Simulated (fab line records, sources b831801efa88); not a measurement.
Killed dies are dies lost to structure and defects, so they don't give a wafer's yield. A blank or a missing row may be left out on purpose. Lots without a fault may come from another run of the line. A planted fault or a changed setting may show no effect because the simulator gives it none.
Chamber matching | flow gf180mcu | GF_MIM_CVD_05 on pecvd-04: 3 sister chambers
The step deposits Si3N4, target thk 42 nm, time 29.086 s. 18 wafers are shown with their chamber, then 9 later ones without.

WAFERS WITH THEIR CHAMBER
wafer  | chamber | heater_power_w (W)
L606.1 | 1       | 526
L606.2 | 2       | 645
L606.4 | 2       | 624
L609.2 | 1       | 607
L609.5 | 2       | 739
L609.6 | 0       | 650
L610.1 | 2       | 736
L610.3 | 1       | 614
L610.4 | 0       | 615
L618.1 | 0       | 625
L618.3 | 2       | 646
L618.4 | 0       | 642
L620.1 | 0       | 594
L620.3 | 1       | 615
L620.5 | 2       | 705
L621.2 | 1       | 570
L621.3 | 0       | 540
L621.5 | 0       | 556

SIGNATURES (means of the wafers above)
reading        | chamber 0 | chamber 1 | chamber 2 | scatter within a chamber
heater_power_w | 603.14    | 586.40    | 682.50    | 44.2
Rule: a wafer's distance from a chamber is the root of the sum, over the readings, of the square of ((its reading less the chamber's mean) divided by the reading's scatter). The wafer belongs to the nearest chamber; if the next one is less than 2 further off, it can't be placed. The scatter: the root of (the sum of the squares of (reading less its chamber's mean) over the shown wafers, divided by (wafers less chambers)).

WAFERS WITHOUT THEIR CHAMBER
wafer  | heater_power_w (W)
L622.1 | 653
L622.2 | 568
L622.6 | 654
L625.2 | 596
L625.3 | 544
L625.6 | 540
L626.1 | 618
L626.2 | 632
L626.3 | 605

WHICH CHAMBER EACH WENT THROUGH
wafer  | from the rows above          | in truth
L622.1 | can't be placed: 2 or 0 or 1 | 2
L622.2 | can't be placed: 1 or 0      | 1
L622.6 | can't be placed: 2 or 0 or 1 | 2
L625.2 | can't be placed: 0 or 1 or 2 | 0
L625.3 | can't be placed: 1 or 0      | 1
L625.6 | can't be placed: 1 or 0      | 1
L626.1 | can't be placed: 0 or 1 or 2 | 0
L626.2 | can't be placed: 0 or 1 or 2 | 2
L626.3 | can't be placed: 0 or 1 or 2 | 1
Placed correctly: 0 of 9. Can't be placed from these rows: 9 (the true chamber is among the candidates in 9). Placed wrongly: 0.
